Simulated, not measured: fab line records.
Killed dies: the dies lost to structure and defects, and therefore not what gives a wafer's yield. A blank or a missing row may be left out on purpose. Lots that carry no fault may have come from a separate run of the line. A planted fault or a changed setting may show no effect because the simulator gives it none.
A struck lot beside a sound one / flow sky130 / 16 steps out of a route of 708
Sound: the wafers L803.1, L803.2, L803.6. Struck: wafer L801.1. (L801.3, L801.5 of the same lot were not struck and are left out.) The cause comes at the end.
Per side, at each step with rows, come the tool, then ch with its chambers, and then its first start. Under that, the readings that differ: sound wafers / struck wafers / difference of the means / sigmas: that difference in standard deviations of wafers without a fault.
alike: readings with means less than 2 such deviations apart, plus words and numbers identical on both sides. not compared: withheld readings, readings lacking a value on some wafer, bounds such as >300 that could conceal the same value, and numbers that have no deviation in the record and whose values overlap.
A row with sigmas, a row that says differs or no value, or rows on one side alone: a step with any of these is where the two part. Numbers that don't overlap but have no deviation are shown without sigmas and don't part them. Lack of a reading on every wafer of one side parts them only where that side has two or more wafers.

first, 2 steps without rows for these wafers: SKY_VT_ADJUST_PCH_PEB_05; SKY_VT_ADJUST_PCH_DEVELOP_06 (develop time 60 s).
SKY_VT_ADJUST_PCH_OVL_MEAS_07:
  sound: overlay-02 at day 16 06:31; struck: overlay-02 at day 15 17:04
  alike: VT_ADJUST_PCH_OVL
then, 1 step without rows for these wafers: SKY_VT_ADJUST_PCH_IMPLANT_08.
SKY_VT_ADJUST_PCH_STRIP_09: strips in O2/N2.
  sound on plasmaAsher-01 ch 0,1, day 16 06:43; struck on plasmaAsher-02 ch 1, day 15 17:16
reading=drypumpMotorCurrentA (A); sound=5.7 5.2 5.2; struck=6.1; difference=+0.7; sigmas=+2
  alike: oesProductAu, stripTimeToEndpointS
  not compared: rfHoursCounterH
SKY_VT_ADJUST_PCH_TW_MEAS_10:
  sound: filmMetro-01 at day 16 06:49; struck: filmMetro-02 at day 15 17:22
  alike: VT_ADJUST_PCH_TW
then, 6 steps without rows for these wafers: SKY_SONOS_TUNNEL_DEHYDRATE_00 (time 60 s); SKY_SONOS_TUNNEL_HMDS_01 (prime time 60 s); SKY_SONOS_TUNNEL_COAT_02 (resist thk 1140 nm); SKY_SONOS_TUNNEL_SOFTBAKE_03 (time 60 s); SKY_SONOS_TUNNEL_EXPOSE_04 (exposes mask TUNM, target cd 410 nm); SKY_SONOS_TUNNEL_PEB_05.
SKY_SONOS_TUNNEL_DEVELOP_06: develop time 60 s.
  sound on lithoTrack-03 ch 0, day 17 10:58; struck on lithoTrack-01 ch 0, day 16 20:59
reading=developerTempC (C); sound=23.16 23.03 22.98; struck=22.85; difference=-0.21; sigmas=-2
  alike: chillPlateTempC, exhaustPa
SKY_SONOS_TUNNEL_CD_MEAS_07: target cd 410 nm.
  sound: cdSem-02 at day 17 11:07; struck: cdSem-02 at day 16 21:08
reading=cdNm (nm); sound=410.2 410.1 408.3; struck=279.4; difference=-130.1; sigmas=-54
SKY_SONOS_TUNNEL_OVL_MEAS_08:
  sound: overlay-01 at day 17 11:14; struck: overlay-01 at day 16 21:16
  alike: SONOS_TUNNEL_OVL
-- a jump in the record: the struck wafers' starts before and after are 33 days apart (it breaks off in module SONOS_TUNNEL and resumes in module PAD_OPEN, where the first step shown is number 708 of the route) --
SKY_PAD_OPEN_PROBE_99:
  sound: prober-01 at day 50 08:44; struck: prober-01 at day 49 23:39
reading=model.etest.sonosUncharged.vtV (V); sound=-0.4366 -0.3974 -0.4232; struck=-0.4852; difference=-0.0661; sigmas=
  alike: killed_at_M0_to_M3, killed_at_M4_up, killedAtContacts, killedAtFrontEnd, killedAtOther, killedDies, killedOnRim, killedOpen, killedShort
  not compared: model.etest.sonosProgrammed.offLog10AUm

== WHERE THEY PART ==
First at SKY_VT_ADJUST_PCH_STRIP_09; last, within this record, at SKY_SONOS_TUNNEL_CD_MEAS_07. Later steps at which nothing parts them and some readings are alike: SKY_SONOS_TUNNEL_OVL_MEAS_08, SKY_PAD_OPEN_PROBE_99.

WHY: what had been put in by the simulator
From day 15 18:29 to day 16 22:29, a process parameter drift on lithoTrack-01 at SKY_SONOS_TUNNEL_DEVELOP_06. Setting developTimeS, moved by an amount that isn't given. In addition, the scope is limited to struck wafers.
